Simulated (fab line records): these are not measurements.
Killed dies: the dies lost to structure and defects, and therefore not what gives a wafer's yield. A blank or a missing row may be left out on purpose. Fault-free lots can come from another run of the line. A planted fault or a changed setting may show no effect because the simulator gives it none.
fab line records -- flow sky130
record lots=7, wafers=20, last_day=50
route steps=708 shown LOCAL_INTERCONNECT@389
lots that met no fault: from a run of the same line without faults
start_h: hours from the record's first day to the start of the lot's first wafer shown -- wait_h: hours since the lot's step before -- " as in the row above -- L1.1+2: several wafers, shown together as one row -- - either no value or no given start -- * or withheld: withheld -- < > ~ a bound
route shown NAME@n: NAME is a module with steps in the file, n the number in the route of the first one -- usual: mean/standard deviation of fault-free wafers -- same: alike in all rows -- chamber/n: place in a boat -- sites: the reading at each site -- _std_site: their standard deviation -- _edge_site: inner sites' mean taken away from outer sites' mean -- radius_mm: for every site, how far away it sits from the centre of the wafer -- mask NAME#n: copy n -- behind: tool/chamber where the wafer was last shaped -- hold: why the lot went on hold/how many hours it stayed there/how the hold came to an end -- device: whichever transistor did not switch (one of n, p or np) -- end of line: the same wafers' tests at the end of the route -- a step without rows: its recipe alone -- killed: at the first sort, the dies lost to defects and structure; wafer yield is something else -- map: dies across one wafer; x = killed, . = not, _ = none there
set.NAME: setting as actually run; set.NAME@STEP: the setting as run at that earlier step -- model.NAME: the simulator's own value behind a step, which no gauge read
certain route steps with their lots: each step a table, each wafer a row
services: when a tool's chamber went out of use (start_h, in hours from the record's first day, below 0 if earlier), for how many hours, and the reason
## steps
# step SKY_LOCAL_INTERCONNECT_THK_MEAS_02
# recipe thk_meas_gauge=xrf, reads=TiN_of_LOCAL_INTERCONNECT_SPUTTER_00
# usual LOCAL_INTERCONNECT_TIN_THK=99.6/1.1
lot.wafer,tool,chamber,start_h,wait_h,LOCAL_INTERCONNECT_TIN_THK[nm]
L889.1,film_metro-03,-,698.49,0.1,99.2
L889.3,film_metro-03,-,698.49,0.1,98.5
L889.6,film_metro-03,-,698.49,0.1,100.0
L893.4,film_metro-01,-,753.61,0.1,100.1
L893.5,film_metro-01,-,753.61,0.1,100.0
L893.6,film_metro-01,-,753.61,0.1,99.6
L895.2,film_metro-01,-,771.01,0.1,99.8
L895.3,film_metro-01,-,771.01,0.1,100.2
L897.1,film_metro-01,-,776.02,0.1,99.6
L897.4,film_metro-01,-,776.02,0.1,100.5
L897.5,film_metro-01,-,776.02,0.1,99.5
L899.2,film_metro-01,-,793.00,0.1,101.2
L899.5,film_metro-01,-,793.00,0.1,100.5
L899.6,film_metro-01,-,793.00,0.1,100.1
L904.2,film_metro-03,-,822.62,0.1,99.0
L904.3,film_metro-03,-,822.62,0.1,98.3
L904.4,film_metro-03,-,822.62,0.1,98.5
L905.1,film_metro-03,-,827.27,0.1,98.5
L905.3,film_metro-03,-,827.27,0.1,97.5
L905.6,film_metro-03,-,827.27,0.1,99.5
# step SKY_LOCAL_INTERCONNECT_DEHYDRATE_03
# recipe temp_c=200, time_s=60
# step SKY_LOCAL_INTERCONNECT_HMDS_04
# recipe prime_time_s=60, prime_temp_c=120
# step SKY_LOCAL_INTERCONNECT_COAT_05
# recipe resist=BARC, temp_c=withheld, time_s=withheld, spin_rpm=3000, resist_thk_nm=60
# step SKY_LOCAL_INTERCONNECT_COAT_06
# recipe resist=KrF-thick, spin_rpm=3000, resist_thk_nm=450
# step SKY_LOCAL_INTERCONNECT_SOFTBAKE_07
# recipe temp_c=100, time_s=90, resist=KrF-thick
# step SKY_LOCAL_INTERCONNECT_EXPOSE_08
# recipe mask_id=LI1M, na=0.8, source_shape=annular, sigma_inner=0.55, sigma_outer=0.85, target_cd_nm=170, dose_mj=28
# step SKY_LOCAL_INTERCONNECT_PEB_09
# recipe peb_temp_c=withheld, peb_time_s=withheld, resist=KrF-thick
# step SKY_LOCAL_INTERCONNECT_DEVELOP_10
# recipe develop_time_s=60, resist=KrF-thick, dev_temp_c=21
# step SKY_LOCAL_INTERCONNECT_CD_MEAS_11
# recipe target_cd_nm=170
# usual cd_nm=170.2/1.5
lot.wafer,tool,chamber,start_h,wait_h,cd_nm
L889.1,cd_sem-01,-,726.08,-,169.9
L889.3,cd_sem-01,-,726.08,-,169.1
L889.6,cd_sem-01,-,726.08,-,169.5
L893.4,cd_sem-02,-,780.89,-,169.8
L893.5,cd_sem-02,-,780.89,-,170.9
L893.6,cd_sem-02,-,780.89,-,170.3
L895.2,cd_sem-02,-,796.94,-,168.3
L895.3,cd_sem-02,-,796.94,-,169.6
L897.1,cd_sem-02,-,800.33,-,171.7
L897.4,cd_sem-02,-,800.33,-,170.9
L897.5,cd_sem-02,-,800.33,-,169.8
L899.2,cd_sem-01,-,819.90,-,169.7
L899.5,cd_sem-01,-,819.90,-,170.8
L899.6,cd_sem-01,-,819.90,-,169.7
L904.2,cd_sem-01,-,850.04,-,173.4
L904.3,cd_sem-01,-,850.04,-,173.7
L904.4,cd_sem-01,-,850.04,-,173.3
L905.1,cd_sem-01,-,854.05,-,170.6
L905.3,cd_sem-01,-,854.05,-,169.1
L905.6,cd_sem-01,-,854.05,-,170.2
# step SKY_LOCAL_INTERCONNECT_OVL_MEAS_12
# usual LOCAL_INTERCONNECT_OVL=0/6.1
lot.wafer,tool,chamber,start_h,wait_h,LOCAL_INTERCONNECT_OVL[nm]
L889.1,overlay-02,-,726.20,0.1,-6
L889.3,overlay-02,-,726.20,0.1,3
L889.6,overlay-02,-,726.20,0.1,-6
L893.4,overlay-01,-,780.97,0.1,6
L893.5,overlay-01,-,780.97,0.1,9
L893.6,overlay-01,-,780.97,0.1,2
L895.2,overlay-01,-,797.05,0.1,2
L895.3,overlay-01,-,797.05,0.1,1
L897.1,overlay-01,-,800.45,0.1,-6
L897.4,overlay-01,-,800.45,0.1,0
L897.5,overlay-01,-,800.45,0.1,1
L899.2,overlay-01,-,820.00,0.1,-8
L899.5,overlay-01,-,820.00,0.1,-6
L899.6,overlay-01,-,820.00,0.1,-2
L904.2,overlay-01,-,850.15,0.1,-1
L904.3,overlay-01,-,850.15,0.1,-2
L904.4,overlay-01,-,850.15,0.1,2
L905.1,overlay-02,-,854.17,0.1,-15
L905.3,overlay-02,-,854.17,0.1,-11
L905.6,overlay-02,-,854.17,0.1,-11
# step SKY_LOCAL_INTERCONNECT_ETCH_13
# recipe chemistry=N2/H2, target=BARC, ion_energy_ev=200, bias_w=100, pressure_mtorr=30, n2_flow_sccm=100, h2_flow_sccm=200, icp_w=500, stop_on=SiO2, time_s=45.9, target_depth_a=600
# usual bias_w=99.95/0.3, drypump_motor_current_A=5.7/0.58, oes_product_au=0.856/0.0046, throttle_valve_pct=13.224/0.0088
lot.wafer,tool,chamber,start_h,wait_h,bias_w,drypump_motor_current_A,oes_product_au,rf_hours_counter_h,throttle_valve_pct
L889.1,rie_metal-01,1,726.24,0.0,100.36,5.5,0.862,0,13.236
L889.3,rie_metal-01,0,726.24,0.0,100.30,6.5,0.858,-,13.222
L889.6,rie_metal-01,1,726.24,0.0,100.34,5.5,0.852,-,13.216
L893.4,rie_metal-01,1,781.01,0.0,100.18,5.6,0.850,-,13.221
L893.5,rie_metal-01,0,781.01,0.0,99.20,6.5,0.850,-,13.223
L893.6,rie_metal-01,1,781.01,0.0,100.49,5.6,0.849,-,13.209
L895.2,rie_metal-01,0,797.08,0.0,99.63,6.5,0.859,13,13.239
L895.3,rie_metal-01,0,797.08,0.0,99.67,6.5,0.859,-,13.226
L897.1,rie_metal-01,0,800.49,0.0,100.30,6.5,0.851,13,13.234
L897.4,rie_metal-01,0,800.49,0.0,99.69,6.5,0.856,-,13.221
L897.5,rie_metal-01,0,800.49,0.0,99.90,6.5,0.853,-,13.221
L899.2,rie_metal-01,1,820.03,0.0,99.74,5.6,0.863,3,13.224
L899.5,rie_metal-01,1,820.03,0.0,99.30,5.6,0.860,-,13.236
L899.6,rie_metal-01,0,820.03,0.0,100.15,6.5,0.856,-,13.219
L904.2,rie_metal-04,0,850.18,0.0,99.91,5.5,0.853,1,13.215
L904.3,rie_metal-04,0,850.18,0.0,99.79,5.5,0.851,-,13.233
L904.4,rie_metal-04,1,850.18,0.0,99.95,6.4,0.861,-,13.224
L905.1,rie_metal-04,1,854.20,0.0,100.30,6.3,0.863,10,13.213
L905.3,rie_metal-04,1,854.20,0.0,100.21,6.3,0.857,-,13.214
L905.6,rie_metal-04,0,854.20,0.0,99.87,5.6,0.857,-,13.207
# step SKY_LOCAL_INTERCONNECT_METAL_ETCH_14
# recipe target_depth_nm=110, stop_on=PSG, chemistry=Cl2/BCl3, target=TiN, resist_sidewall_deg=88, pressure_mtorr=10, icp_w=900, bias_w=48.5, Cl2_flow_sccm=60, bcl3_flow_sccm=30, time_s=31.4
# usual bias_w=48.48/0.13, drypump_motor_current_A=5.7/0.58, oes_product_au=0.942/0.007, throttle_valve_pct=21.901/0.0092
lot.wafer,tool,chamber,start_h,wait_h,bias_w,drypump_motor_current_A,oes_product_au,rf_hours_counter_h,throttle_valve_pct,model.KrF-thick_of_LOCAL_INTERCONNECT_COAT_06.thk_nm,model.LOCAL_INTERCONNECT.feature_depth_nm,model.PSG_of_LI_CONTACT_HDPCVD_00.thk_nm
L889.1,rie_metal-01,1,726.30,0.0,48.55,5.5,0.943,1,21.892,348.4,99.95,589
L889.3,rie_metal-01,0,726.30,0.0,48.75,6.5,0.944,-,21.898,346.6,99.01,590.2
L889.6,rie_metal-01,1,726.30,0.0,48.62,5.5,0.950,-,21.914,348.4,100.7,588.6
L893.4,rie_metal-01,1,781.07,0.0,48.50,5.6,0.955,-,21.900,347.3,100.8,588.2
L893.5,rie_metal-01,0,781.07,0.0,48.47,6.5,0.947,-,21.887,349.8,100.7,587.6
L893.6,rie_metal-01,1,781.07,0.0,48.41,5.5,0.940,-,21.900,347.6,100.6,587.6
L895.2,rie_metal-01,0,797.14,0.0,48.40,6.5,0.948,13,21.913,334.6,109,580.5
L895.3,rie_metal-01,0,797.14,0.0,48.42,6.5,0.946,-,21.890,333.3,109.1,581.5
L897.1,rie_metal-01,0,800.55,0.0,48.38,6.5,0.950,13,21.896,333.4,108.7,579.6
L897.4,rie_metal-01,0,800.55,0.0,48.51,6.5,0.948,-,21.903,336,108.9,581.4
L897.5,rie_metal-01,0,800.55,0.0,48.42,6.5,0.952,-,21.877,334.4,108.5,579.8
L899.2,rie_metal-01,1,820.09,0.0,48.50,5.6,0.942,3,21.895,346.8,101.4,588.2
L899.5,rie_metal-01,1,820.09,0.0,48.52,5.6,0.938,-,21.897,347.6,100.4,586.7
L899.6,rie_metal-01,0,820.09,0.0,48.39,6.5,0.937,-,21.908,333.3,108.3,579.2
L904.2,rie_metal-04,0,850.24,0.0,48.66,5.5,0.933,1,21.907,346.2,99.25,589.5
L904.3,rie_metal-04,0,850.24,0.0,48.64,5.5,0.933,-,21.909,346.8,99.24,587.1
L904.4,rie_metal-04,1,850.24,0.0,48.41,6.3,0.940,-,21.901,349.6,99.13,588.4
L905.1,rie_metal-04,1,854.26,0.0,48.58,6.3,0.939,10,21.895,350.4,99.54,586.7
L905.3,rie_metal-04,1,854.26,0.0,48.51,6.3,0.925,-,21.897,350.1,98.38,586.8
L905.6,rie_metal-04,0,854.26,0.0,48.69,5.5,0.937,-,21.890,349.1,99.77,587.9
# step SKY_LOCAL_INTERCONNECT_STRIP_15
# recipe chemistry=O2/N2, power_w=1400, pressure_mtorr=1500, platen_temp_c=withheld, o2_flow_sccm=3000, n2_flow_sccm=300, overash_fraction=0.5
# usual drypump_motor_current_A=5.94/0.28, o2_flow_sccm=3000/8.8, oes_product_au=0.427/0.0046, strip_time_to_endpoint_s=4.723/0.019
lot.wafer,tool,chamber,start_h,wait_h,drypump_motor_current_A,o2_flow_sccm,oes_product_au,rf_hours_counter_h,strip_time_to_endpoint_s
L889.1,plasma_asher-01,1,726.35,0.0,5.78,2988,0.419,88,4.727
L889.3,plasma_asher-01,1,726.35,0.0,5.79,2987,0.429,-,4.708
L889.6,plasma_asher-01,1,726.35,0.0,5.79,2995,0.436,-,4.721
L893.4,plasma_asher-01,0,781.14,0.1,6.31,3005,0.428,-,4.701
L893.5,plasma_asher-01,0,781.14,0.1,6.32,2990,0.425,-,4.732
L893.6,plasma_asher-01,1,781.14,0.1,5.80,2988,0.429,-,4.705
L895.2,plasma_asher-01,1,797.19,0.0,5.79,3020,0.426,95,4.572
L895.3,plasma_asher-01,0,797.19,0.0,6.32,3012,0.423,-,4.562
L897.1,plasma_asher-02,0,800.60,0.0,5.90,2989,0.424,6,4.562
L897.4,plasma_asher-02,1,800.60,0.0,5.74,2988,0.417,-,4.587
L897.5,plasma_asher-02,1,800.60,0.0,5.74,2995,0.419,-,4.573
L899.2,plasma_asher-02,1,820.15,0.0,5.72,2989,0.427,7,4.708
L899.5,plasma_asher-02,1,820.15,0.0,5.72,3005,0.437,-,4.721
L899.6,plasma_asher-02,0,820.15,0.0,5.90,3015,0.416,-,4.557
L904.2,plasma_asher-01,1,850.29,0.0,5.80,3003,0.423,101,4.688
L904.3,plasma_asher-01,1,850.29,0.0,5.81,2990,0.423,-,4.697
L904.4,plasma_asher-01,0,850.29,0.0,6.33,3002,0.425,-,4.722
L905.1,plasma_asher-01,0,854.32,0.0,6.32,2991,0.426,102,4.732
L905.3,plasma_asher-01,1,854.32,0.0,5.79,3002,0.424,-,4.736
L905.6,plasma_asher-01,1,854.32,0.0,5.79,3015,0.426,-,4.731
# step SKY_LOCAL_INTERCONNECT_STRIP_16
# recipe chemistry=post_etch_residue_remover, time_s=1200, temp_c=72.5
## services
tool,chamber,start_h,hours,kind
plasma_asher-02,-,733.75,9.0,pm
plasma_asher-02,0,733.75,9.0,vent_cycle
plasma_asher-02,1,733.75,9.0,vent_cycle
rie_metal-04,-,738.73,0.2,repair
plasma_asher-02,0,742.75,-,clean
plasma_asher-02,1,742.75,-,clean
rie_metal-01,0,791.47,2.3,repair
rie_metal-04,0,791.70,-,clean
rie_metal-04,0,791.70,19.9,scheduled_down
rie_metal-04,0,791.70,19.9,vent_cycle
rie_metal-04,-,812.01,2.8,pm
plasma_asher-02,-,834.47,28.1,pm
## key
first_sign step=SKY_LOCAL_INTERCONNECT_STRIP_15, reading=strip_time_to_endpoint_s, direction=down, sigmas=8.3, usual=*, struck=*
effect none on later readings
model_effect step=SKY_LOCAL_INTERCONNECT_METAL_ETCH_14, value=KrF-thick_of_LOCAL_INTERCONNECT_COAT_06.thk_nm, without=349.8, struck=334.2
met_at SKY_LOCAL_INTERCONNECT_METAL_ETCH_14
struck_wafers L895.2,L895.3,L897.1,L897.4,L897.5,L899.6
rows_end L895.2,L895.3
sort_left_out L899.6
tester_left_out L897,L899
onset_between 781.07 797.14
fault kind=process_parameter_drift, tool=rie_metal-01, chamber=0, onset_h=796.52, steps=SKY_LOCAL_INTERCONNECT_METAL_ETCH_14, channel=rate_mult, offset=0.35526, shape=step, end_h=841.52
# tester_left_out: of these lots the tester's yield and bins aren't shown, on N5 and GAA mostly nor the transistor test; their killed dies are dies lost to structure and defects alone, not to doping, threshold or leakage, so they don't give the yield
# sort_left_out: the simulated sort isn't trusted on such a fault, so these wafers' sort isn't shown, and their yield isn't known
# rows_end: these wafers met a further fault down the route, and their rows from its step on are left out
